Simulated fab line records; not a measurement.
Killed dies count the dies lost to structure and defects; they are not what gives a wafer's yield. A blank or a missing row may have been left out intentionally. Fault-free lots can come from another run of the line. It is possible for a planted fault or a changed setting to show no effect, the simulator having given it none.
What tool caused it? -- flow sky130 -- 18 wafers from 6 lots sampled at 2 of the route's 708 steps

## WHAT THE GAUGES SHOWED, per wafer
SKY_LOCAL_INTERCONNECT_RS_MEAS_01: measures by four-point-probe.
lot,measured,on,LOCAL_INTERCONNECT_TIN_RS (ohm/sq)
L838,day 29 10:28,film metro-03,13.95 13.90 13.89
L842,day 30 19:33,film metro-01,14.04 14.13 13.98
L847,day 32 15:53,film metro-03,14.32 14.16 14.25
L851,day 33 21:06,film metro-03,15.09 14.70 14.69
L855,day 35 06:31,film metro-03,14.25 14.21 14.17
L860,day 36 10:30,film metro-01,14.23 14.19 14.15

## WHAT TOOL EACH LOT RAN ON (gives the tool, then ch and the chambers of the sampled wafers, and finally the start)
lot,SKY_LOCAL_INTERCONNECT_SPUTTER_00
L838,"pvd sputter-01, day 29 10:23"
L842,"pvd sputter-03, day 30 19:29"
L847,"pvd sputter-03, day 32 15:47"
L851,"pvd sputter-03, day 33 21:01"
L855,"pvd sputter-01, day 35 06:26"
L860,"pvd sputter-01, day 36 10:26"
- SKY_LOCAL_INTERCONNECT_SPUTTER_00: material TiN, target thk 100 nm, time 83.3 s.

## THE ANSWER, worked out from the rows above alone
Rule: the lots themselves supply what counts as usual. The widest of any qualifying gaps counts: lots, ordered by their means at a reading, are off when they make up no more than a third of the lots, leave a main group of 4 or more, and stand apart from it by 3 or more times the standard deviation of that group's means. Not used: any main group whose means are identical at the precision the tables above print for the reading. A lot without any number at a reading at which 4 lots or more have one is off too. The other lots that the step has rows for count as sound.
Off: at SKY_LOCAL_INTERCONNECT_RS_MEAS_01 (LOCAL_INTERCONNECT_TIN_RS), L851. The main group has a mean of 14.12 ohm/sq with a standard deviation of 0.12.
A tool fits if, at a process step before that reading, it ran every lot that is off, and no sound lot after the first of them. Gauges at SKY_LOCAL_INTERCONNECT_RS_MEAS_01: tried the same way as those tools. One candidate fits, namely pvd sputter-03 at SKY_LOCAL_INTERCONNECT_SPUTTER_00. Its last sound lot is L847 (day 32 15:47), its first lot that is off L851 (day 33 21:01): a fault that began between those two fits.

## WHAT THE SIMULATOR HAD INSERTED
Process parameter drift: pvd sputter-03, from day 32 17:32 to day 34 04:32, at SKY_LOCAL_INTERCONNECT_SPUTTER_00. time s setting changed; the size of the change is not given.
Struck lots among those shown: L851. This agrees with what the rule above found.
